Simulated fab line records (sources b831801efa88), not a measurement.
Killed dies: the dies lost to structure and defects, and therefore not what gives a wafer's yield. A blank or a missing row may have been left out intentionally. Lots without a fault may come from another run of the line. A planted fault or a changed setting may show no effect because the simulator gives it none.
One fault through the eyes of 2 desks    flow sky130    only its own numbers are on each desk; what lay behind them is given at the end

== FROM THE METROLOGY DESK ==
Lot by lot, what the gauges showed, no matter which tool ran the lot: averages of those sampled wafers that carry a number. Any lot whose mean is over 4 standard deviations away from the usual mean is out of limits and marked OUT; that distance is given in the brackets.
Columns: A = VIA2_W_RS at SKY_VIA2_RS_MEAS_22, usual 0.271 ohm/sq; B = VIA2_W_THK at SKY_VIA2_THK_MEAS_23, usual 426 nm
lot   first seen here  A                 B
L366  day 37 00:55     0.276             414
L367  day 37 03:59     0.268             431
L373  day 39 01:55     0.310 (+7.4) OUT  381 (-5.0) OUT
L375  day 39 10:20     0.319 (+9.0) OUT  372 (-6.1) OUT
L376  day 39 22:27     0.362 (+17) OUT   318 (-12) OUT
L379  day 40 06:05     0.269             434
L382  day 41 03:50     0.263             435
L381  day 41 08:41     0.270             435
L383  day 41 14:16     0.271             423
L385  day 42 01:23     0.265             433
L389  day 42 19:08     0.266             430
L388  day 42 21:02     0.269             426
This desk's finding: out of limits on L373, L375, L376; first on L373, day 39 01:55 (VIA2_W_RS at SKY_VIA2_RS_MEAS_22). In limits: L366, L367, L379, L382, L381, L383, L385, L389, L388.

== FOR THE TOOL OWNER'S DESK: cvd_w-02 ==
The tool's own readings at SKY_VIA2_CVD_21 (deposits W, target thk 420 nm, time 126.4 s): means of the sampled wafers that have a number, for each lot that ran on this tool. Any lot whose mean is over 4 standard deviations away from the usual mean is out of limits and marked OUT; that distance is given in the brackets.
Columns: A = heater_power_w at SKY_VIA2_CVD_21, usual 915 W
lot   first seen here  A
L366  day 37 00:47     901
L373  day 39 01:47     969
L375  day 39 10:13     926
L376  day 39 22:19     1016
This desk's finding: nothing out of limits on any of the 4 lots.

== BROUGHT TOGETHER ==
Metrology desk: alarm possible at day 39 01:55 on L373, L375, L376.
Nothing out of limits was seen by the tool owner's desk.
On record at the tool owner's desk: L373, L375, L376, within its limits.
The lots listed all ran SKY_VIA2_CVD_21 on cvd_w-02.

== WHAT THE SIMULATOR PUT IN ==
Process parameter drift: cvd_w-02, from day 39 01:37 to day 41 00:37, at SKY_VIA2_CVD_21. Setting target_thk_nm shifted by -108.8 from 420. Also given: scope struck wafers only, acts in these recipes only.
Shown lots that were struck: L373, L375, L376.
Per desk, hours elapsed from the start of the fault to the first reading out of limits: for the metrology desk, 0.
